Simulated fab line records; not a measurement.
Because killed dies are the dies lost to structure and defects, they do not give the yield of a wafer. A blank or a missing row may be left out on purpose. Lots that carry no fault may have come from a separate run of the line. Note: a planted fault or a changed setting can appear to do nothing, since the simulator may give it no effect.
The tool behind it: which one? || flow gf180mcu || Sampling: 13 lots, 39 wafers, 4 of 602 route steps

## WHAT THE GAUGES SHOWED, per wafer
GF_V5_THK_MEAS_01. Usual: V5_CVD_00_THK typically reads 300.2 nm, with standard deviation 2.8.
{"lot": "L607", "measured": "day 26 12:52", "on": "filmMetro-01", "V5_CVD_00_THK (nm)": "300.9 303.7 305.0", "flag": ""}
{"lot": "L608", "measured": "day 26 21:38", "on": "filmMetro-01", "V5_CVD_00_THK (nm)": "297.5 299.0 303.0", "flag": ""}
{"lot": "L609", "measured": "day 27 02:07", "on": "filmMetro-01", "V5_CVD_00_THK (nm)": "303.0 298.5 299.1", "flag": ""}
{"lot": "L610", "measured": "day 27 13:50", "on": "filmMetro-02", "V5_CVD_00_THK (nm)": "299.1 298.6 303.9", "flag": ""}
{"lot": "L611", "measured": "day 27 21:26", "on": "filmMetro-04", "V5_CVD_00_THK (nm)": "301.5 300.4 305.6", "flag": ""}
{"lot": "L612", "measured": "day 27 20:44", "on": "filmMetro-02", "V5_CVD_00_THK (nm)": "300.2 299.6 299.2", "flag": ""}
{"lot": "L614", "measured": "day 28 11:44", "on": "filmMetro-01", "V5_CVD_00_THK (nm)": "300.2 302.3 304.6", "flag": ""}
{"lot": "L615", "measured": "day 28 23:44", "on": "filmMetro-04", "V5_CVD_00_THK (nm)": "298.0 299.6 301.0", "flag": ""}
{"lot": "L617", "measured": "day 29 10:20", "on": "filmMetro-02", "V5_CVD_00_THK (nm)": "301.3 300.7 301.8", "flag": ""}
{"lot": "L618", "measured": "day 29 19:18", "on": "filmMetro-02", "V5_CVD_00_THK (nm)": "297.9 296.2 297.2", "flag": ""}
{"lot": "L619", "measured": "day 30 03:35", "on": "filmMetro-02", "V5_CVD_00_THK (nm)": "301.0 299.4 301.3", "flag": ""}
{"lot": "L620", "measured": "day 30 08:37", "on": "filmMetro-02", "V5_CVD_00_THK (nm)": "300.4 295.1 297.5", "flag": ""}
{"lot": "L622", "measured": "day 30 16:55", "on": "filmMetro-04", "V5_CVD_00_THK (nm)": "295.9 298.7 301.0", "flag": ""}

## WHAT TOOL EACH LOT RAN ON (gives the tool, then ch and the chambers of the sampled wafers, and finally the start)
{"lot": "L607", "GF_M2_SPUTTER_01": "pvdSputter-01, day 18 08:41", "GF_MIM_SPUTTER_02": "pvdSputter-04, day 24 16:25", "GF_M5_ETCH_09": "rieDiel-04 ch 0,2,3, day 26 11:42"}
{"lot": "L608", "GF_M2_SPUTTER_01": "pvdSputter-03, day 18 20:21", "GF_MIM_SPUTTER_02": "pvdSputter-04, day 25 02:06", "GF_M5_ETCH_09": "rieDiel-04 ch 0,1,2, day 26 20:33"}
{"lot": "L609", "GF_M2_SPUTTER_01": "pvdSputter-03, day 19 00:10", "GF_MIM_SPUTTER_02": "pvdSputter-04, day 25 06:30", "GF_M5_ETCH_09": "rieDiel-01 ch 0,1, day 27 01:15"}
{"lot": "L610", "GF_M2_SPUTTER_01": "pvdSputter-03, day 19 16:08", "GF_MIM_SPUTTER_02": "pvdSputter-02, day 25 19:29", "GF_M5_ETCH_09": "rieDiel-03 ch 0,2,3, day 27 13:06"}
{"lot": "L611", "GF_M2_SPUTTER_01": "pvdSputter-03, day 19 22:22", "GF_MIM_SPUTTER_02": "pvdSputter-03, day 26 03:14", "GF_M5_ETCH_09": "rieDiel-03 ch 1,2, day 27 20:42"}
{"lot": "L612", "GF_M2_SPUTTER_01": "pvdSputter-04, day 20 00:49", "GF_MIM_SPUTTER_02": "pvdSputter-04, day 26 03:13", "GF_M5_ETCH_09": "rieDiel-04 ch 0,1,2, day 27 20:00"}
{"lot": "L614", "GF_M2_SPUTTER_01": "pvdSputter-04, day 20 18:09", "GF_MIM_SPUTTER_02": "pvdSputter-02, day 26 18:05", "GF_M5_ETCH_09": "rieDiel-04 ch 2,3, day 28 10:59"}
{"lot": "L615", "GF_M2_SPUTTER_01": "pvdSputter-03, day 21 08:39", "GF_MIM_SPUTTER_02": "pvdSputter-04, day 27 07:21", "GF_M5_ETCH_09": "rieDiel-01 ch 0,1,2, day 28 22:56"}
{"lot": "L617", "GF_M2_SPUTTER_01": "pvdSputter-03, day 21 20:55", "GF_MIM_SPUTTER_02": "pvdSputter-03, day 27 17:50", "GF_M5_ETCH_09": "rieDiel-01 ch 1,2, day 29 09:35"}
{"lot": "L618", "GF_M2_SPUTTER_01": "pvdSputter-01, day 22 07:20", "GF_MIM_SPUTTER_02": "pvdSputter-02, day 28 02:19", "GF_M5_ETCH_09": "rieDiel-03 ch 0,1,2, day 29 18:08"}
{"lot": "L619", "GF_M2_SPUTTER_01": "pvdSputter-03, day 22 18:41", "GF_MIM_SPUTTER_02": "pvdSputter-02, day 28 11:48", "GF_M5_ETCH_09": "rieDiel-03 ch 0,1,2, day 30 02:43"}
{"lot": "L620", "GF_M2_SPUTTER_01": "pvdSputter-03, day 23 01:45", "GF_MIM_SPUTTER_02": "pvdSputter-04, day 28 17:19", "GF_M5_ETCH_09": "rieDiel-01 ch 0,1, day 30 07:53"}
{"lot": "L622", "GF_M2_SPUTTER_01": "pvdSputter-03, day 23 12:56", "GF_MIM_SPUTTER_02": "pvdSputter-02, day 29 02:30", "GF_M5_ETCH_09": "rieDiel-03 ch 0,1,3, day 30 16:11"}
- GF_M2_SPUTTER_01: material TiN, target thk 30 nm, time 25 s.
- GF_MIM_SPUTTER_02: material AlCu, target thk 450 nm, time 23.9 s.
- GF_M5_ETCH_09: etches Si3N4 in CF4/O2, target depth 52 nm, time 11.6 s.

## AS READ BY THE TOOLS THEMSELVES (means over the sampled wafers that have a number; for cases with no such wafer, the mark the record gives instead)
GF_M2_SPUTTER_01. Usual: 29.7 % for throttleValvePct, sd 1.2.
{"lot": "L607", "tool": "pvdSputter-01", "throttleValvePct (%)": 31.9, "flag": ""}
{"lot": "L608", "tool": "pvdSputter-03", "throttleValvePct (%)": 29.7, "flag": ""}
{"lot": "L609", "tool": "pvdSputter-03", "throttleValvePct (%)": 29.2, "flag": ""}
{"lot": "L610", "tool": "pvdSputter-03", "throttleValvePct (%)": 29.6, "flag": ""}
{"lot": "L611", "tool": "pvdSputter-03", "throttleValvePct (%)": 29.3, "flag": ""}
{"lot": "L612", "tool": "pvdSputter-04", "throttleValvePct (%)": 29.3, "flag": ""}
{"lot": "L614", "tool": "pvdSputter-04", "throttleValvePct (%)": 29.3, "flag": ""}
{"lot": "L615", "tool": "pvdSputter-03", "throttleValvePct (%)": 28.6, "flag": ""}
{"lot": "L617", "tool": "pvdSputter-03", "throttleValvePct (%)": 30.8, "flag": ""}
{"lot": "L618", "tool": "pvdSputter-01", "throttleValvePct (%)": 31.2, "flag": ""}
{"lot": "L619", "tool": "pvdSputter-03", "throttleValvePct (%)": 30.0, "flag": ""}
{"lot": "L620", "tool": "pvdSputter-03", "throttleValvePct (%)": 29.5, "flag": ""}
{"lot": "L622", "tool": "pvdSputter-03", "throttleValvePct (%)": 28.9, "flag": ""}

GF_MIM_SPUTTER_02. Usual: 29.8 % for throttleValvePct, sd 1.1.
{"lot": "L607", "tool": "pvdSputter-04", "throttleValvePct (%)": 29.2, "flag": ""}
{"lot": "L608", "tool": "pvdSputter-04", "throttleValvePct (%)": 29.4, "flag": ""}
{"lot": "L609", "tool": "pvdSputter-04", "throttleValvePct (%)": 30.2, "flag": ""}
{"lot": "L610", "tool": "pvdSputter-02", "throttleValvePct (%)": 30.3, "flag": ""}
{"lot": "L611", "tool": "pvdSputter-03", "throttleValvePct (%)": 29.4, "flag": ""}
{"lot": "L612", "tool": "pvdSputter-04", "throttleValvePct (%)": 30.0, "flag": ""}
{"lot": "L614", "tool": "pvdSputter-02", "throttleValvePct (%)": 30.6, "flag": ""}
{"lot": "L615", "tool": "pvdSputter-04", "throttleValvePct (%)": 29.2, "flag": ""}
{"lot": "L617", "tool": "pvdSputter-03", "throttleValvePct (%)": 28.7, "flag": ""}
{"lot": "L618", "tool": "pvdSputter-02", "throttleValvePct (%)": 30.2, "flag": ""}
{"lot": "L619", "tool": "pvdSputter-02", "throttleValvePct (%)": 30.6, "flag": ""}
{"lot": "L620", "tool": "pvdSputter-04", "throttleValvePct (%)": 29.0, "flag": ""}
{"lot": "L622", "tool": "pvdSputter-02", "throttleValvePct (%)": 30.5, "flag": ""}

GF_M5_ETCH_09. Usual: O2_flow_sccm 10.00 sccm, standard deviation 0.033; drypumpMotorCurrentA 5.5 A, standard deviation 0.47; oesProductAu 1.000 a.u., standard deviation 0.0098; throttleValvePct 5.970 %, standard deviation 0.0091.
{"lot": "L607", "tool": "rieDiel-04", "O2_flow_sccm (sccm)": 10.00, "drypumpMotorCurrentA (A)": 5.8, "oesProductAu (a.u.)": 1.006, "throttleValvePct (%)": 5.972, "flag": ""}
{"lot": "L608", "tool": "rieDiel-04", "O2_flow_sccm (sccm)": 9.98, "drypumpMotorCurrentA (A)": 5.8, "oesProductAu (a.u.)": 1.001, "throttleValvePct (%)": 5.965, "flag": ""}
{"lot": "L609", "tool": "rieDiel-01", "O2_flow_sccm (sccm)": 10.03, "drypumpMotorCurrentA (A)": 5.5, "oesProductAu (a.u.)": 0.995, "throttleValvePct (%)": 5.974, "flag": ""}
{"lot": "L610", "tool": "rieDiel-03", "O2_flow_sccm (sccm)": 10.00, "drypumpMotorCurrentA (A)": 5.3, "oesProductAu (a.u.)": 1.000, "throttleValvePct (%)": 5.978, "flag": ""}
{"lot": "L611", "tool": "rieDiel-03", "O2_flow_sccm (sccm)": 9.96, "drypumpMotorCurrentA (A)": 5.1, "oesProductAu (a.u.)": 1.003, "throttleValvePct (%)": 5.966, "flag": ""}
{"lot": "L612", "tool": "rieDiel-04", "O2_flow_sccm (sccm)": 10.00, "drypumpMotorCurrentA (A)": 5.7, "oesProductAu (a.u.)": 1.003, "throttleValvePct (%)": 5.966, "flag": ""}
{"lot": "L614", "tool": "rieDiel-04", "O2_flow_sccm (sccm)": 10.02, "drypumpMotorCurrentA (A)": 5.7, "oesProductAu (a.u.)": 1.009, "throttleValvePct (%)": 5.964, "flag": ""}
{"lot": "L615", "tool": "rieDiel-01", "O2_flow_sccm (sccm)": 10.02, "drypumpMotorCurrentA (A)": 5.5, "oesProductAu (a.u.)": 0.998, "throttleValvePct (%)": 5.972, "flag": ""}
{"lot": "L617", "tool": "rieDiel-01", "O2_flow_sccm (sccm)": 10.04, "drypumpMotorCurrentA (A)": 5.9, "oesProductAu (a.u.)": 0.990, "throttleValvePct (%)": 5.975, "flag": ""}
{"lot": "L618", "tool": "rieDiel-03", "O2_flow_sccm (sccm)": 10.01, "drypumpMotorCurrentA (A)": 5.4, "oesProductAu (a.u.)": 0.998, "throttleValvePct (%)": 5.972, "flag": ""}
{"lot": "L619", "tool": "rieDiel-03", "O2_flow_sccm (sccm)": 10.01, "drypumpMotorCurrentA (A)": 5.4, "oesProductAu (a.u.)": 0.994, "throttleValvePct (%)": 5.964, "flag": ""}
{"lot": "L620", "tool": "rieDiel-01", "O2_flow_sccm (sccm)": 10.02, "drypumpMotorCurrentA (A)": 5.4, "oesProductAu (a.u.)": 0.990, "throttleValvePct (%)": 5.969, "flag": ""}
{"lot": "L622", "tool": "rieDiel-03", "O2_flow_sccm (sccm)": 10.00, "drypumpMotorCurrentA (A)": 5.6, "oesProductAu (a.u.)": 1.001, "throttleValvePct (%)": 5.966, "flag": ""}

## THE ANSWER, worked out from the rows above alone
Rule: a lot is off if the mean of its wafers that have a number lies more than 3 standard deviations from the usual mean. A lot without any number at a reading at which 4 lots or more have one is off too. The other lots that the step has rows for count as sound. After the gauges, taken in route order, come the tools' own readings; for these a lot's mean is taken, as printed above. At the first step where some lot is off, the reading lying furthest off is the one used; lots without a number count as furthest.
None of the lots is off at any reading shown; this tells nothing.

## WHAT THE SIMULATOR PUT IN
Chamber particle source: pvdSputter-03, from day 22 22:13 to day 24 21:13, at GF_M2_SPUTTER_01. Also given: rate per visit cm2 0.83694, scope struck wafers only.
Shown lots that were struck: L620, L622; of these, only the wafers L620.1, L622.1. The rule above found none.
